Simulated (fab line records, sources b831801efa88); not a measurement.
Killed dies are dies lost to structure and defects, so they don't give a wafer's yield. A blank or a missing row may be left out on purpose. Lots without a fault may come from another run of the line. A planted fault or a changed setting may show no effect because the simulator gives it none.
Which tool did it? | flow sky130 | 11 lots, 33 wafers sampled, at 5 steps of a route of 708

WHAT THE GAUGES READ, wafer by wafer
SKY_NWELL_THK_MEAS_02.
lot  | measured    | on            | NWELL_OXIDATION_THK (nm)
L770 | day 2 22:28 | film_metro-02 | 9.73 9.76 9.93
L772 | day 3 05:38 | film_metro-04 | 9.94 9.97 9.98
L773 | day 3 07:32 | film_metro-02 | 9.74 9.61 9.65
L774 | day 3 12:40 | film_metro-02 | 13.41 13.60 13.41
L775 | day 3 20:03 | film_metro-02 | 13.90 13.74 13.66
L785 | day 5 17:23 | film_metro-02 | 9.81 9.79 9.83
L788 | day 6 10:58 | film_metro-04 | 9.75 9.92 10.09
L789 | day 6 15:00 | film_metro-04 | 10.21 10.14 10.04
L790 | day 6 22:13 | film_metro-01 | 9.93 10.00 10.10
L792 | day 7 11:56 | film_metro-01 | 9.88 10.06 9.71
L793 | day 7 16:02 | film_metro-04 | 10.10 10.10 10.02

SKY_CONTACT_THK_MEAS_03.
lot  | measured     | on            | CONTACT_HDPCVD_THK (nm)
L770 | day 31 19:37 | film_metro-01 | 568 566 573
L772 | day 32 06:20 | film_metro-02 | 548 550 552
L773 | day 32 09:01 | film_metro-01 | 567 562 555
L774 | day 32 17:18 | film_metro-02 | 569 571 565
L775 | day 33 02:32 | film_metro-03 | 568 565 578
L785 | day 35 23:08 | film_metro-01 | 569 580 575
L788 | day 36 20:59 | film_metro-01 | 564 562 576
L789 | day 37 04:44 | film_metro-01 | 558 566 566
L790 | day 37 10:31 | film_metro-03 | 555 559 559
L792 | day 38 04:28 | film_metro-02 | 570 563 560
L793 | day 38 08:43 | film_metro-01 | 564 573 564

SKY_CONTACT_BOW_MEAS_05.
lot  | measured     | on            | CONTACT_BOW (um)
L770 | day 31 19:58 | film_metro-03 | 92 84 92
L772 | day 32 06:42 | film_metro-03 | 81 93 87
L773 | day 32 09:23 | film_metro-03 | 76 72 83
L774 | day 32 17:40 | film_metro-01 | 85 70 77
L775 | day 33 02:55 | film_metro-03 | 93 88 83
L785 | day 35 23:31 | film_metro-02 | 80 93 87
L788 | day 36 21:25 | film_metro-01 | 95 84 92
L789 | day 37 05:25 | film_metro-01 | 85 77 83
L790 | day 37 11:07 | film_metro-02 | 86 81 76
L792 | day 38 04:50 | film_metro-01 | 95 84 85
L793 | day 38 09:06 | film_metro-01 | 79 96 72

WHICH TOOL RAN EACH LOT (tool, then ch and the chambers of the sampled wafers, then the start)
lot  | SKY_NWELL_OXIDATION_01       | SKY_DNWELL_STRIP_08
L770 | furnace-01 ch 0, day 2 21:04 | plasma_asher-04 ch 0,1, day 3 14:17
L772 | furnace-01 ch 0, day 3 04:14 | plasma_asher-02 ch 0,1, day 3 22:05
L773 | furnace-02 ch 0, day 3 06:08 | plasma_asher-04 ch 0,1, day 4 00:29
L774 | furnace-01 ch 0, day 3 11:16 | plasma_asher-02 ch 0, day 4 05:26
L775 | furnace-01 ch 0, day 3 18:38 | plasma_asher-04 ch 0,1, day 4 13:07
L785 | furnace-02 ch 0, day 5 15:58 | plasma_asher-02 ch 0,1, day 6 13:06
L788 | furnace-01 ch 0, day 6 09:35 | plasma_asher-02 ch 1, day 7 07:18
L789 | furnace-02 ch 0, day 6 13:36 | plasma_asher-02 ch 0,1, day 7 10:12
L790 | furnace-01 ch 0, day 6 20:49 | plasma_asher-02 ch 0, day 7 17:48
L792 | furnace-02 ch 0, day 7 10:32 | plasma_asher-02 ch 0,1, day 8 08:21
L793 | furnace-02 ch 0, day 7 14:37 | plasma_asher-04 ch 0,1, day 8 12:10
- SKY_NWELL_OXIDATION_01: stabilise 600 s, purge 300 s, target thk 10 nm.
- SKY_DNWELL_STRIP_08: strips in O2/N2.

WHAT THE TOOLS THEMSELVES READ (means of the sampled wafers that have a number; where no wafer has one, the mark that the record gives instead)
SKY_NWELL_OXIDATION_01.
lot  | tool       | spike_tc_bottom_C (C) | spike_tc_centre_C (C) | spike_tc_lower_C (C) | spike_tc_top_C (C) | spike_tc_upper_C (C) | tube_center_temp_C (C) | tube_center_temp_C_max | zone_power_bottom_pct (%) | zone_power_centre_pct (%) | zone_power_lower_pct (%)
L770 | furnace-01 | 921.6                 | 898.9                 | 899.3                | 904.6              | 900.1                | 900                    | 902.3                  | 27.0                      | 17.60                     | 15.9
L772 | furnace-01 | 922.9                 | 899.2                 | 899.5                | 903.8              | 898.9                | 900                    | 902.2                  | 26.8                      | 17.72                     | 15.9
L773 | furnace-02 | 921.1                 | 900.7                 | 898.9                | 909.3              | 899.5                | 900                    | 902.6                  | 27.2                      | 17.52                     | 19.8
L774 | furnace-01 | 951.0                 | 931.1                 | 930.4                | 935.0              | 930.2                | 930                    | 932.6                  | 28.8                      | 19.02                     | 17.1
L775 | furnace-01 | 953.2                 | 929.2                 | 930.9                | 934.1              | 929.5                | 930                    | 932.7                  | 29.0                      | 19.17                     | 17.1
L785 | furnace-02 | 921.3                 | 900.2                 | 898.4                | 908.7              | 900.5                | 900                    | 902.2                  | 27.4                      | 17.45                     | 19.9
L788 | furnace-01 | 922.6                 | 899.5                 | 899.5                | 903.8              | 899.3                | 900                    | 902.3                  | 26.5                      | 17.47                     | 15.9
L789 | furnace-02 | 920.3                 | 898.7                 | 898.4                | 909.3              | 899.8                | 900                    | 902.0                  | 27.2                      | 17.47                     | 19.9
L790 | furnace-01 | 922.2                 | 899.6                 | 900.1                | 905.5              | 899.8                | 900                    | 902.6                  | 26.8                      | 17.57                     | 15.8
L792 | furnace-02 | 919.5                 | 898.5                 | 898.2                | 909.3              | 899.9                | 900                    | 902.7                  | 27.4                      | 17.49                     | 19.9
L793 | furnace-02 | 921.4                 | 899.5                 | 899.7                | 908.4              | 899.6                | 900                    | 902.1                  | 27.1                      | 17.31                     | 20.1

SKY_DNWELL_STRIP_08.
lot  | tool            | drypump_motor_current_A (A) | n2_flow_sccm (sccm) | oes_product_au (a.u.) | strip_time_to_endpoint_s (s)
L770 | plasma_asher-04 | 6.0                         | 300.3               | 0.723                 | 37.02
L772 | plasma_asher-02 | 6.1                         | 300.2               | 0.723                 | 37.06
L773 | plasma_asher-04 | 5.9                         | 300.7               | 0.719                 | 37.05
L774 | plasma_asher-02 | 5.7                         | 300.1               | 0.724                 | 37.07
L775 | plasma_asher-04 | 5.9                         | 300.0               | 0.722                 | 36.77
L785 | plasma_asher-02 | 6.1                         | 299.7               | 0.720                 | 36.86
L788 | plasma_asher-02 | 6.3                         | 300.9               | 0.723                 | 36.83
L789 | plasma_asher-02 | 6.1                         | 300.7               | 0.721                 | 36.96
L790 | plasma_asher-02 | 5.7                         | 300.3               | 0.724                 | 36.74
L792 | plasma_asher-02 | 5.9                         | 299.4               | 0.728                 | 37.00
L793 | plasma_asher-04 | 6.0                         | 299.5               | 0.724                 | 36.91

THE ANSWER, worked out from the rows above alone
Rule: what is usual is taken from the lots themselves. Put in order of their means at a reading, lots are off if they are a third of the lots or fewer, leave a main group of 4 or more, and stand apart from it by a gap of 3 or more times the standard deviation of the main group's means; of several such gaps the widest counts. A main group whose means are all the same, to the digits that the tables above print for the reading, isn't used. A lot without any number at a reading at which 4 lots or more have one is off too. The other lots that the step has rows for count as sound. The gauges are gone through in route order, then the tools' own readings, and for those a lot's mean is taken as printed above. The first step at which some lot is off is used, and at that step the reading that is off furthest; a lot without a number counts as furthest.
Off: L774, L775, at SKY_NWELL_THK_MEAS_02 (NWELL_OXIDATION_THK). The main group: mean 9.92 nm, standard deviation 0.14.
A tool fits if, at a process step before that reading, it ran every lot that is off, and no sound lot after the first of them. The gauges at SKY_NWELL_THK_MEAS_02 aren't tried: what is off there is off at SKY_NWELL_OXIDATION_01 too, on other tools, and a gauge's error can't cause that. None of those tried fits.

WHAT THE SIMULATOR HAD PUT IN
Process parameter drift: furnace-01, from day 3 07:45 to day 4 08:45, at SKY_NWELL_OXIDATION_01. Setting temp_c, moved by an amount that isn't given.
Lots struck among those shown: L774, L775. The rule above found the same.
